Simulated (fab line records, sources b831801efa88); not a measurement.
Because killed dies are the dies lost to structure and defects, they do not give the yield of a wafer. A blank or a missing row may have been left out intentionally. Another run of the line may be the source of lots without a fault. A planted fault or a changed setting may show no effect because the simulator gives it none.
What tool caused it? :: flow sky130 :: 12 lots with 36 wafers sampled at 4 steps, on a route of 708 steps

## WHAT THE GAUGES SHOWED, per wafer
SKY_VT_ADJUST_HVTR_TW_MEAS_11.
lot: L734
measured: day 9 03:59
on: film_metro-02
VT_ADJUST_HVTR_TW: 211.3 211.2 209.8

lot: L735
measured: day 9 13:59
on: film_metro-01
VT_ADJUST_HVTR_TW: 207.3 206.3 205.9

lot: L737
measured: day 10 07:49
on: film_metro-04
VT_ADJUST_HVTR_TW: 208.4 208.2 209.2

lot: L738
measured: day 10 15:01
on: film_metro-01
VT_ADJUST_HVTR_TW: 207.3 206.6 208.1

lot: L740
measured: day 11 13:01
on: film_metro-02
VT_ADJUST_HVTR_TW: 210.2 210.1 211.4

lot: L742
measured: day 11 20:17
on: film_metro-02
VT_ADJUST_HVTR_TW: 210.4 210.5 211.1

lot: L744
measured: day 13 01:23
on: film_metro-04
VT_ADJUST_HVTR_TW: 208.2 206.6 207.6

lot: L745
measured: day 13 02:32
on: film_metro-04
VT_ADJUST_HVTR_TW: 206.9 207.4 207.3

lot: L748
measured: day 13 19:09
on: film_metro-04
VT_ADJUST_HVTR_TW: 208.0 206.2 207.2

lot: L749
measured: day 14 01:14
on: film_metro-04
VT_ADJUST_HVTR_TW: 205.4 205.5 206.7

lot: L751
measured: day 14 22:37
on: film_metro-02
VT_ADJUST_HVTR_TW: 209.4 209.2 208.8

lot: L752
measured: day 15 06:26
on: film_metro-02
VT_ADJUST_HVTR_TW: 209.8 211.4 209.8

SKY_SONOS_TUNNEL_CD_MEAS_07 targets a cd of 410 nm.
lot: L734
measured: day 11 01:37
on: cd_sem-01
cd_nm (nm): 413.3 411.0 412.1

lot: L735
measured: day 11 13:46
on: cd_sem-01
cd_nm (nm): 409.5 409.2 409.4

lot: L737
measured: day 12 06:35
on: cd_sem-02
cd_nm (nm): 409.8 411.3 408.9

lot: L738
measured: day 12 15:05
on: cd_sem-02
cd_nm (nm): 413.8 412.4 413.3

lot: L740
measured: day 13 13:59
on: cd_sem-02
cd_nm (nm): 412.5 410.1 409.7

lot: L742
measured: day 13 23:14
on: cd_sem-02
cd_nm (nm): 411.2 410.8 410.0

lot: L744
measured: day 15 07:31
on: cd_sem-01
cd_nm (nm): 413.5 411.6 410.0

lot: L745
measured: day 15 09:35
on: cd_sem-02
cd_nm (nm): 413.1 413.1 413.2

lot: L748
measured: day 16 02:42
on: cd_sem-01
cd_nm (nm): 407.2 407.8 407.6

lot: L749
measured: day 16 09:23
on: cd_sem-02
cd_nm (nm): 415.9 416.4 415.1

lot: L751
measured: day 17 07:01
on: cd_sem-01
cd_nm (nm): 414.1 415.4 412.5

lot: L752
measured: day 17 15:37
on: cd_sem-01
cd_nm (nm): 407.6 406.8 409.0

SKY_SONOS_TUNNEL_OVL_MEAS_08.
lot: L734
measured: day 11 01:44
on: overlay-01
SONOS_TUNNEL_OVL (nm): -1.4 -0.9 0.3

lot: L735
measured: day 11 13:53
on: overlay-02
SONOS_TUNNEL_OVL (nm): 1.9 -1.7 -0.5

lot: L737
measured: day 12 06:40
on: overlay-02
SONOS_TUNNEL_OVL (nm): 0.1 -0.5 1.1

lot: L738
measured: day 12 15:10
on: overlay-01
SONOS_TUNNEL_OVL (nm): 1.5 1.0 2.0

lot: L740
measured: day 13 14:04
on: overlay-02
SONOS_TUNNEL_OVL (nm): 0.5 1.5 1.0

lot: L742
measured: day 13 23:22
on: overlay-01
SONOS_TUNNEL_OVL (nm): 0.2 1.8 1.2

lot: L744
measured: day 15 07:38
on: overlay-02
SONOS_TUNNEL_OVL (nm): -1.0 0.2 -2.2

lot: L745
measured: day 15 09:43
on: overlay-02
SONOS_TUNNEL_OVL (nm): -1.3 0.5 -0.9

lot: L748
measured: day 16 02:49
on: overlay-02
SONOS_TUNNEL_OVL (nm): -0.9 0.8 -0.4

lot: L749
measured: day 16 09:30
on: overlay-01
SONOS_TUNNEL_OVL (nm): 0.4 1.5 -1.2

lot: L751
measured: day 17 07:07
on: overlay-02
SONOS_TUNNEL_OVL (nm): -0.8 -1.0 -1.9

lot: L752
measured: day 17 15:44
on: overlay-02
SONOS_TUNNEL_OVL (nm): -0.3 1.5 -0.5

## WHAT TOOL EACH LOT RAN ON (gives the tool, then ch and the chambers of the sampled wafers, and finally the start)
lot: L734
SKY_SONOS_TUNNEL_DEVELOP_06: litho_track-03 ch 0, day 11 01:28

lot: L735
SKY_SONOS_TUNNEL_DEVELOP_06: litho_track-01 ch 0, day 11 13:37

lot: L737
SKY_SONOS_TUNNEL_DEVELOP_06: litho_track-03 ch 0, day 12 06:27

lot: L738
SKY_SONOS_TUNNEL_DEVELOP_06: litho_track-01 ch 0, day 12 14:57

lot: L740
SKY_SONOS_TUNNEL_DEVELOP_06: litho_track-04 ch 0, day 13 13:50

lot: L742
SKY_SONOS_TUNNEL_DEVELOP_06: litho_track-04 ch 0, day 13 23:05

lot: L744
SKY_SONOS_TUNNEL_DEVELOP_06: litho_track-01 ch 0, day 15 07:22

lot: L745
SKY_SONOS_TUNNEL_DEVELOP_06: litho_track-04 ch 0, day 15 09:26

lot: L748
SKY_SONOS_TUNNEL_DEVELOP_06: litho_track-04 ch 0, day 16 02:34

lot: L749
SKY_SONOS_TUNNEL_DEVELOP_06: litho_track-04 ch 0, day 16 09:14

lot: L751
SKY_SONOS_TUNNEL_DEVELOP_06: litho_track-04 ch 0, day 17 06:53

lot: L752
SKY_SONOS_TUNNEL_DEVELOP_06: litho_track-01 ch 0, day 17 15:28
- SKY_SONOS_TUNNEL_DEVELOP_06: develop time 60 s.

## WHAT THE TOOLS THEMSELVES READ (means of the sampled wafers that have a number; where no wafer has one, the mark that the record gives instead)
SKY_SONOS_TUNNEL_DEVELOP_06.
lot: L734
tool: litho_track-03
chill_plate_temp_C (C): 22.95
developer_temp_C (C): 22.89
resist_line_temp_C (C): 22.95

lot: L735
tool: litho_track-01
chill_plate_temp_C (C): 22.95
developer_temp_C (C): 23.14
resist_line_temp_C (C): 23.11

lot: L737
tool: litho_track-03
chill_plate_temp_C (C): 22.96
developer_temp_C (C): 23.06
resist_line_temp_C (C): 22.97

lot: L738
tool: litho_track-01
chill_plate_temp_C (C): 22.96
developer_temp_C (C): 23.02
resist_line_temp_C (C): 23.04

lot: L740
tool: litho_track-04
chill_plate_temp_C (C): 23.08
developer_temp_C (C): 23.00
resist_line_temp_C (C): 22.94

lot: L742
tool: litho_track-04
chill_plate_temp_C (C): 22.88
developer_temp_C (C): 23.09
resist_line_temp_C (C): 23.01

lot: L744
tool: litho_track-01
chill_plate_temp_C (C): 22.82
developer_temp_C (C): 22.98
resist_line_temp_C (C): 23.12

lot: L745
tool: litho_track-04
chill_plate_temp_C (C): 22.95
developer_temp_C (C): 22.97
resist_line_temp_C (C): 22.92

lot: L748
tool: litho_track-04
chill_plate_temp_C (C): 22.94
developer_temp_C (C): 22.91
resist_line_temp_C (C): 22.87

lot: L749
tool: litho_track-04
chill_plate_temp_C (C): 23.06
developer_temp_C (C): 20.75
resist_line_temp_C (C): 23.03

lot: L751
tool: litho_track-04
chill_plate_temp_C (C): 23.06
developer_temp_C (C): 20.58
resist_line_temp_C (C): 23.02

lot: L752
tool: litho_track-01
chill_plate_temp_C (C): 23.11
developer_temp_C (C): 23.13
resist_line_temp_C (C): 23.09

## THE ANSWER, worked out from the rows above alone
Rule: what is usual is taken from the lots themselves. The widest of any qualifying gaps counts: lots, ordered by their means at a reading, are off when they make up no more than a third of the lots, leave a main group of 4 or more, and stand apart from it by 3 or more times the standard deviation of that group's means. If all means in a main group match to the digits the tables above print for the reading, that group is not used. Also off: a lot with no number at a reading for which 4 or more lots have one. Any other lot the step has rows for is counted as sound. After the gauges, taken in route order, come the tools' own readings; for these a lot's mean is taken, as printed above. The first step at which some lot is off is used, and at that step the reading that is off furthest; a lot without a number counts as furthest.
Off, at SKY_SONOS_TUNNEL_DEVELOP_06 on developer_temp_C: L749, L751. The main group has a mean of 23.02 C with a standard deviation of 0.082.
If a tool, at that step or one of the process steps before it, ran each lot that is off and ran no sound lot following the first of them, it fits. One candidate fits, namely litho_track-04 at SKY_SONOS_TUNNEL_DEVELOP_06. A fault onset in the window from L748 (day 16 02:34, its last sound lot) to L749 (day 16 09:14, its first lot off) fits.
On the lots that are off, the tool's own readings at SKY_SONOS_TUNNEL_DEVELOP_06 differ by more than 5 times the standard deviation of the sound lots' means, which bears it out; developer_temp_C reads 20.66 C there versus 23.02 C on the sound lots.

## WHAT THE SIMULATOR HAD PUT IN
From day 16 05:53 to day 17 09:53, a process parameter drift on litho_track-04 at SKY_SONOS_TUNNEL_DEVELOP_06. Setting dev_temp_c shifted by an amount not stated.
Lots struck among those shown: L749, L751. This agrees with what the rule above found.
